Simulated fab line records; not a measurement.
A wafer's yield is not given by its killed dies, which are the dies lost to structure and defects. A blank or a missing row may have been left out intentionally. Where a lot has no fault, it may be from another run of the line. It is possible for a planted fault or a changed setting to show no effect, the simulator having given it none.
fab line records	flow sky130
record: lots: 7	wafers: 21	last-day: 50
route steps=708 shown SONOS_TUNNEL@166 SONOS_ONO@168 PAD_OPEN@708
lots that met no fault: from a run of the same line without faults
start-h: the number of hours between the record's first day and the start of the first shown wafer of the lot	wait-h: time in hours since the lot's previous step	" same as the row above	L1.1+2: one row covering several wafers at once	- no value, or no start was given	* or withheld: withheld	< > ~ a bound
route shown NAME@n: NAME is a module with steps in the file, n the number in the route of the first one	usual: the fault-free wafers' mean and standard deviation	same: alike in all rows	chamber/n: place in a boat	sites: the reading at each site	_std_site: standard deviation of those values	_edge_site: the outer-site mean with the inner-site mean subtracted	radius-mm: how far each site lies from the wafer's centre	mask NAME#n: copy n	behind: the tool/chamber that last shaped the wafer	hold: reason for holding the lot/hours on hold/outcome of the hold	device: the transistor (n, p or np) that didn't switch	end of line: tests run on the same wafers once the route is complete	a step with no rows: only its recipe	killed: dies that structure and defects cost at the first sort, which is not the same as the wafer's yield	map: the dies of a wafer, with x for killed, . for not killed, _ for no die there
set.NAME: the run value of the setting; set.NAME@STEP: its run value at that earlier step	model.NAME: the simulator's own value behind a step, which no gauge read
a table for each step, a row for each wafer; lots at some steps of the route
services: a tool's chamber out of use, with start hour (start-h, from the record's first day; less than 0 if before it), hours out, and reason
== steps ==
step: SKY_SONOS_TUNNEL_TW_MEAS_12
usual: SONOS_TUNNEL_TW: 197.2/1.7
lot.wafer	tool	chamber	start-h	wait-h	SONOS_TUNNEL_TW
L215.1	film-metro-03	-	275.88	0.0	195.5
L215.4	"	-	"	"	195.9
L215.5	"	-	"	"	195.9
L225.1	film-metro-04	-	345.83	0.0	199.8
L225.3	"	-	"	"	199.2
L225.4	"	-	"	"	199.7
L227.3	film-metro-03	-	357.83	0.0	196.7
L227.5	"	-	"	"	196.6
L227.6	"	-	"	"	197.2
L228.2	film-metro-02	-	370.06	0.0	196.7
L228.4	"	-	"	"	195.4
L228.6	"	-	"	"	196.4
L229.1	film-metro-03	-	380.11	0.0	196.3
L229.4	"	-	"	"	195.6
L229.6	"	-	"	"	196.3
L230.1	film-metro-02	-	384.73	0.0	194.9
L230.2	"	-	"	"	194.2
L230.5	"	-	"	"	194.3
L235.1	film-metro-02	-	428.20	0.0	195.7
L235.3	"	-	"	"	195.0
L235.5	"	-	"	"	195.8
step: SKY_SONOS_TUNNEL_CLEAN_13
recipe: chemistry: dHF	time-s: 20	dilution: 100:1	dry: ipa-marangoni
step: SKY_SONOS_ONO_OXIDATION_00
recipe: temp-c: 800	ambient: O2	idle-temp-c: 700	ramp-up-c-per-min: 10	ramp-down-c-per-min: 3	stabilise-s: 600	purge-s: 300	target-thk-a: 26	ox-time-s: 1249
step: SKY_SONOS_ONO_THK_MEAS_01
recipe: reads: SiO2_of_SONOS_ONO_OXIDATION_00
usual: SONOS_ONO_OXIDATION_THK: 2.61/0.057
lot.wafer	tool	chamber	start-h	wait-h	SONOS_ONO_OXIDATION_THK[nm]
L215.1	film-metro-04	-	277.98	0.0	2.57
L215.4	"	-	"	"	2.61
L215.5	"	-	"	"	2.54
L225.1	film-metro-04	-	350.90	0.0	2.68
L225.3	"	-	"	"	2.60
L225.4	"	-	"	"	2.71
L227.3	film-metro-01	-	359.74	0.0	2.70
L227.5	"	-	"	"	2.63
L227.6	"	-	"	"	2.66
L228.2	film-metro-04	-	373.35	0.0	2.56
L228.4	"	-	"	"	2.47
L228.6	"	-	"	"	2.51
L229.1	film-metro-02	-	382.47	0.0	2.58
L229.4	"	-	"	"	2.53
L229.6	"	-	"	"	2.66
L230.1	film-metro-04	-	386.16	0.0	2.66
L230.2	"	-	"	"	2.67
L230.5	"	-	"	"	2.69
L235.1	film-metro-04	-	431.37	0.0	2.55
L235.3	"	-	"	"	2.56
L235.5	"	-	"	"	2.55
step: SKY_SONOS_ONO_CVD_02
recipe: material: Si3N4	precursor: DCS/NH3	target-thk-nm: 10.5	temp-c: 770	time-s: 180	pressure-mtorr: 250
step: SKY_SONOS_ONO_THK_MEAS_03
recipe: reads: Si3N4_of_SONOS_ONO_CVD_02
usual: SONOS_ONO_CVD_02_THK: 10.50/0.13
lot.wafer	tool	chamber	start-h	wait-h	SONOS_ONO_CVD_02_THK[nm]
L215.1	film-metro-04	-	286.95	0.0	10.43
L215.4	"	-	"	"	10.42
L215.5	"	-	"	"	10.39
L225.1	film-metro-01	-	353.15	0.0	10.43
L225.3	"	-	"	"	10.50
L225.4	"	-	"	"	10.37
L227.3	film-metro-04	-	364.95	0.0	10.33
L227.5	"	-	"	"	10.51
L227.6	"	-	"	"	10.39
L228.2	film-metro-01	-	374.90	0.0	10.48
L228.4	"	-	"	"	10.48
L228.6	"	-	"	"	10.46
L229.1	film-metro-04	-	388.39	0.0	10.25
L229.4	"	-	"	"	10.34
L229.6	"	-	"	"	10.26
L230.1	film-metro-01	-	388.39	0.0	10.40
L230.2	"	-	"	"	10.41
L230.5	"	-	"	"	10.43
L235.1	film-metro-04	-	432.48	0.0	10.46
L235.3	"	-	"	"	10.34
L235.5	"	-	"	"	10.45
step: SKY_SONOS_ONO_CVD_04
recipe: material: SiO2	precursor: SiH4/N2O	target-thk-nm: 5.7199	temp-c: 900	pressure-mtorr: 400
step: SKY_SONOS_ONO_THK_MEAS_05
recipe: reads: SiO2_of_SONOS_ONO_CVD_04
usual: SONOS_ONO_CVD_04_THK: 5.75/0.1
lot.wafer	tool	chamber	start-h	wait-h	SONOS_ONO_CVD_04_THK[nm]
L215.1	film-metro-02	-	288.26	0.0	5.80
L215.4	"	-	"	"	5.76
L215.5	"	-	"	"	5.89
L225.1	film-metro-02	-	355.50	0.0	5.84
L225.3	"	-	"	"	5.96
L225.4	"	-	"	"	6.01
L227.3	film-metro-01	-	366.26	0.0	5.79
L227.5	"	-	"	"	5.94
L227.6	"	-	"	"	5.80
L228.2	film-metro-04	-	376.21	0.0	5.80
L228.4	"	-	"	"	5.76
L228.6	"	-	"	"	5.74
L229.1	film-metro-02	-	389.70	0.0	5.61
L229.4	"	-	"	"	5.81
L229.6	"	-	"	"	5.64
L230.1	film-metro-01	-	389.70	0.0	5.56
L230.2	"	-	"	"	5.68
L230.5	"	-	"	"	5.73
L235.1	film-metro-04	-	433.79	0.0	5.90
L235.3	"	-	"	"	5.81
L235.5	"	-	"	"	5.82
step: SKY_SONOS_ONO_DEHYDRATE_06
recipe: temp-c: 200	time-s: 60
step: SKY_SONOS_ONO_HMDS_07
recipe: prime-time-s: 60	prime-temp-c: 120
step: SKY_SONOS_ONO_COAT_08
recipe: resist: NOVOLAK	spin-rpm: 3000	resist-thk-nm: 1140
step: SKY_SONOS_ONO_SOFTBAKE_09
recipe: temp-c: 90	time-s: 60	resist: NOVOLAK
step: SKY_SONOS_ONO_EXPOSE_10
recipe: mask-id: ONOM	target-cd-nm: 410	na: 0.6	source-shape: conventional	sigma-outer: 0.6	dose-mj: 150
usual: reticle-temp-C: 23.00/0.11
lot.wafer	tool	chamber	start-h	wait-h	mask	reticle-temp-C	model.SONOS_ONO.overlay-x-nm
L215.1	iline-stepper-02	0	300.20	-	ONOM#0	22.81	-0.04662
L215.4	"	0	"	"	ONOM#0	22.94	-0.04662
L215.5	"	0	"	"	ONOM#0	22.74	-0.04662
L225.1	iline-stepper-01	0	369.18	-	ONOM#0	23.00	-0.3542
L225.3	"	0	"	"	ONOM#0	22.98	-0.3542
L225.4	"	0	"	"	ONOM#0	23.04	-0.3542
L227.3	iline-stepper-02	0	380.68	-	ONOM#0	23.00	0.6387
L227.5	"	0	"	"	ONOM#0	22.97	0.6387
L227.6	"	0	"	"	ONOM#0	22.96	0.6387
L228.2	iline-stepper-02	0	390.31	-	ONOM#0	22.97	43.53
L228.4	"	0	"	"	ONOM#0	23.06	43.53
L228.6	"	0	"	"	ONOM#0	22.92	43.53
L230.1	iline-stepper-02	0	403.94	-	ONOM#0	22.89	43.86
L230.2	"	0	"	"	ONOM#0	22.94	43.86
L230.5	"	0	"	"	ONOM#0	22.89	43.86
L229.1	iline-stepper-02	0	404.28	-	ONOM#0	23.12	44.74
L229.4	"	0	"	"	ONOM#0	22.90	44.74
L229.6	"	0	"	"	ONOM#0	22.85	44.74
L235.1	iline-stepper-01	0	448.92	-	ONOM#0	22.88	0.6223
L235.3	"	0	"	"	ONOM#0	23.01	0.6223
L235.5	"	0	"	"	ONOM#0	23.07	0.6223
step: SKY_SONOS_ONO_PEB_11
recipe: temp-c: withheld	time-s: *	resist: NOVOLAK
step: SKY_SONOS_ONO_DEVELOP_12
recipe: develop-time-s: 60	dev-temp-c: 23
step: SKY_SONOS_ONO_CD_MEAS_13
recipe: target-cd-nm: 410
usual: cd-nm: 409.3/2.2
lot.wafer	tool	chamber	start-h	wait-h	cd-nm
L215.1	cd-sem-01	-	313.79	0.1	408.8
L215.4	"	-	"	"	407.9
L215.5	"	-	"	"	406.2
L225.1	cd-sem-01	-	383.24	0.1	411.7
L225.3	"	-	"	"	409.9
L225.4	"	-	"	"	410.3
L227.3	cd-sem-01	-	394.43	0.1	410.5
L227.5	"	-	"	"	411.1
L227.6	"	-	"	"	409.8
L228.2	cd-sem-02	-	404.90	0.1	412.7
L228.4	"	-	"	"	412.8
L228.6	"	-	"	"	412.6
L230.1	cd-sem-01	-	418.54	0.1	407.0
L230.2	"	-	"	"	408.6
L230.5	"	-	"	"	407.2
L229.1	cd-sem-02	-	418.73	0.1	407.6
L229.4	"	-	"	"	405.9
L229.6	"	-	"	"	407.3
L235.1	cd-sem-02	-	464.39	0.1	407.4
L235.3	"	-	"	"	409.7
L235.5	"	-	"	"	409.9
step: SKY_SONOS_ONO_OVL_MEAS_14
usual: SONOS_ONO_OVL: -0.6/1.2
lot.wafer	tool	chamber	start-h	wait-h	SONOS_ONO_OVL[nm]
L215.1	overlay-02	-	313.91	0.1	-0.7
L215.4	"	-	"	"	0.0
L215.5	"	-	"	"	-0.2
L225.1	overlay-01	-	383.36	0.1	-3.1
L225.3	"	-	"	"	-2.2
L225.4	"	-	"	"	-3.8
L227.3	overlay-02	-	394.52	0.1	0.2
L227.5	"	-	"	"	-0.7
L227.6	"	-	"	"	0.7
L228.2	overlay-02	-	405.00	0.1	43.9
L228.4	"	-	"	"	44.2
L228.6	"	-	"	"	41.9
L230.1	overlay-01	-	418.66	0.1	43.3
L230.2	"	-	"	"	43.8
L230.5	"	-	"	"	41.9
L229.1	overlay-02	-	418.85	0.1	42.4
L229.4	"	-	"	"	44.8
L229.6	"	-	"	"	44.5
L235.1	overlay-02	-	464.51	0.1	-1.2
L235.3	"	-	"	"	-0.5
L235.5	"	-	"	"	-0.3
step: SKY_SONOS_ONO_ETCH_15
recipe: target-depth-nm: 19.52	chemistry: CHF3/O2	source-w: 600	bias-w: 200	pressure-mtorr: 40	chf3-flow-sccm: 50	O2_flow_sccm: 5	time-s: 7.8
usual: drypump-motor-current-A: 5.9/0.48	oes-product-au: 1.006/0.0098	throttle-valve-pct: 8.825/0.0099
lot.wafer	tool	chamber	start-h	wait-h	drypump-motor-current-A	oes-product-au	rf-hours-counter-h	throttle-valve-pct
L215.1	rie-diel-03	0	313.95	0.0	5.3	1.020	8	8.840
L215.4	"	1	"	"	5.7	1.001	121	8.817
L215.5	"	1	"	"	5.7	1.016	-	8.847
L225.1	rie-diel-01	2	383.40	0.0	6.1	1.009	5	8.824
L225.3	"	3	"	"	5.1	0.997	7	8.831
L225.4	"	1	"	"	6.0	0.990	22	8.825
L227.3	rie-diel-01	1	394.55	0.0	6.0	1.004	22	8.811
L227.5	"	0	"	"	6.7	0.994	-	8.802
L227.6	"	3	"	"	5.1	1.005	-	8.825
L228.2	rie-diel-04	0	405.03	0.0	5.8	0.999	1	8.846
L228.4	"	2	"	"	6.2	0.998	34	8.817
L228.6	"	2	"	"	6.2	1.004	-	8.834
L230.1	rie-diel-04	1	418.70	0.0	5.2	1.001	101	8.820
L230.2	"	2	"	"	6.2	1.005	34	8.822
L230.5	"	2	"	"	6.2	0.994	-	8.836
L229.1	rie-diel-03	1	418.88	0.0	5.7	0.993	1	8.826
L229.4	"	3	"	"	6.2	1.021	2	8.846
L229.6	"	1	"	"	5.7	0.991	-	8.825
L235.1	rie-diel-03	1	464.55	0.0	5.7	0.996	2	8.817
L235.3	"	2	"	"	6.2	1.018	1	8.827
L235.5	"	2	"	"	6.2	1.026	-	8.834
step: SKY_PAD_OPEN_PROBE_99
usual: defect-limited-yield: 82.5/2.1	killed_at_M0_to_M3: 44/7.3	killed_at_M4_up: 3.4/1.8	killed-at-contacts: 24/5.8	killed-at-front-end: 15/4.9	killed-at-other: 0.4/0.63	killed-dies: 86/11	killed-open: 47/8	killed-short: 39/6.5	sort_bin_3_pad_short: 0.9/0.38	sort_bin_5_function: 10.4/1.6	sort_bin_6_memory: 6.2/1.2	sort-n-pass: 406/11	sort-yield-pct: 82.5/2.1
same: gross-dies: 492	killed-at-back-side: 0	sort_bin_4_leakage[%]: 0	sort_bin_8_speed[%]: 0
lot.wafer	tool	chamber	start-h	wait-h	defect-limited-yield[%]	killed_at_M0_to_M3	killed_at_M4_up	killed-at-contacts	killed-at-front-end	killed-at-other	killed-dies	killed-open	killed-short	sort_bin_3_pad_short[%]	sort_bin_5_function[%]	sort_bin_6_memory[%]	sort-n-pass	sort-yield-pct[%]
L215.1	prober-02	-	1106.75	0.1	82.7	50	4	19	11	1	85	45	40	1.0	9.8	6.5	407	82.7
L215.4	prober-02	-	1106.90	0.2	83.9	42	3	23	10	1	79	32	46	1.6	9.1	5.3	413	83.9
L215.5	prober-02	-	1106.95	0.2	82.5	54	2	19	11	0	86	50	35	0.6	11.4	5.5	406	82.5
L227.3	prober-01	-	1157.60	0.2	83.1	47	1	23	12	0	83	45	38	0.8	11.8	4.3	409	83.1
L227.5	prober-01	-	1157.70	0.2	83.7	49	5	20	6	0	80	37	43	0.2	10.8	5.3	412	83.7
L227.6	prober-01	-	1157.75	0.2	81.7	43	3	30	14	0	90	54	36	1.0	9.1	8.1	402	81.7
killed by level:class
L215.1 CONTACT:geometric-particle:open=10 VIA3:geometric-particle:open=10 VIA2:geometric-particle:open=9 METAL2:geometric-particle:short=8 METAL1:geometric-particle:short=6 VIA1:geometric-particle:open=6 VIA1:geometric-particle:short=5 LI_CONTACT:geometric-particle:open=4
L215.4 VIA1:geometric-particle:short=10 CONTACT:geometric-particle:open=9 METAL1:geometric-particle:short=8 VIA1:geometric-particle:open=7 LOCAL_INTERCONNECT:geometric-particle:short=4 METAL2:geometric-particle:short=4 LI_CONTACT:geometric-particle:open=3 LI_CONTACT:geometric-particle:short=3
L215.5 VIA1:geometric-particle:open=19 VIA1:geometric-particle:short=8 VIA2:geometric-particle:open=7 CONTACT:geometric-particle:open=6 VIA3:geometric-particle:open=6 LOCAL_INTERCONNECT:geometric-particle:short=5 METAL2:geometric-particle:short=5 FIELD_ISO:geometric-particle:open=4
L227.3 VIA1:geometric-particle:open=10 VIA3:geometric-particle:open=8 VIA1:geometric-particle:short=7 VIA2:geometric-particle:open=7 LI_CONTACT:geometric-particle:open=6 CONTACT:geometric-particle:short=6 CONTACT:geometric-particle:open=6 FIELD_ISO:geometric-particle:short=4
L227.5 METAL2:geometric-particle:short=9 VIA3:geometric-particle:open=9 LI_CONTACT:geometric-particle:open=8 VIA1:geometric-particle:open=7 VIA1:geometric-particle:short=6 VIA2:geometric-particle:open=6 CONTACT:geometric-particle:open=5 METAL1:geometric-particle:short=5
L227.6 VIA1:geometric-particle:open=13 CONTACT:geometric-particle:open=12 FIELD_ISO:geometric-particle:open=7 VIA3:geometric-particle:open=7 VIA2:geometric-particle:open=6 LI_CONTACT:geometric-particle:short=5 METAL1:geometric-particle:short=5 VIA1:geometric-particle:short=5
== services ==
tool	chamber	start-h	hours	kind
rie-diel-03	3	278.56	-	clean
rie-diel-03	3	278.56	13.3	scheduled-down
rie-diel-03	3	278.56	13.3	vent-cycle
rie-diel-01	3	280.29	6.1	repair
rie-diel-04	-	289.54	0.3	repair
rie-diel-04	3	296.80	2.3	repair
rie-diel-04	2	317.20	3.0	repair
rie-diel-03	1	327.78	-	clean
rie-diel-03	1	327.78	28.6	scheduled-down
rie-diel-03	1	327.78	28.6	vent-cycle
rie-diel-01	2	331.54	1.7	repair
iline-stepper-02	0	336.24	-	calibration
rie-diel-03	2	363.23	-	clean
rie-diel-01	0	388.06	1.6	repair
rie-diel-04	3	392.81	2.3	repair
iline-stepper-01	-	396.18	1.7	pm
rie-diel-04	-	398.31	1.3	repair
rie-diel-03	-	425.40	4.3	pm
iline-stepper-02	-	426.56	1.7	pm
iline-stepper-02	-	433.26	4.4	pm
rie-diel-04	2	435.76	42.0	repair
iline-stepper-01	-	437.45	9.5	repair
rie-diel-01	0	450.41	2.8	repair
rie-diel-03	0	462.60	95.5	repair
== key ==
first-sign: step: SKY_SONOS_ONO_OVL_MEAS_14	reading: SONOS_ONO_OVL	direction: up	sigmas: 38	usual: -0.6	struck: 43.4
effect none on later readings
model-effect: step: SKY_SONOS_ONO_EXPOSE_10	value: SONOS_ONO.overlay-x-nm	without: 0.2054	struck: 44.04
met-at SKY_SONOS_ONO_EXPOSE_10
struck-wafers L228.2,L228.4,L228.6,L229.1,L229.4,L229.6,L230.1,L230.2,L230.5
rows-end L228.2,L228.4,L228.6,L229.1,L229.4,L229.6,L230.1,L230.2,L230.5
onset-between 380.68 390.31
fault: kind: scanner-matching-overlay	tool: iline-stepper-02	chamber: -	onset-h: 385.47	steps: SKY_SONOS_ONO_EXPOSE_10	offset: 43.835
rows-end: these wafers met a further fault down the route, and their rows from its step on are left out
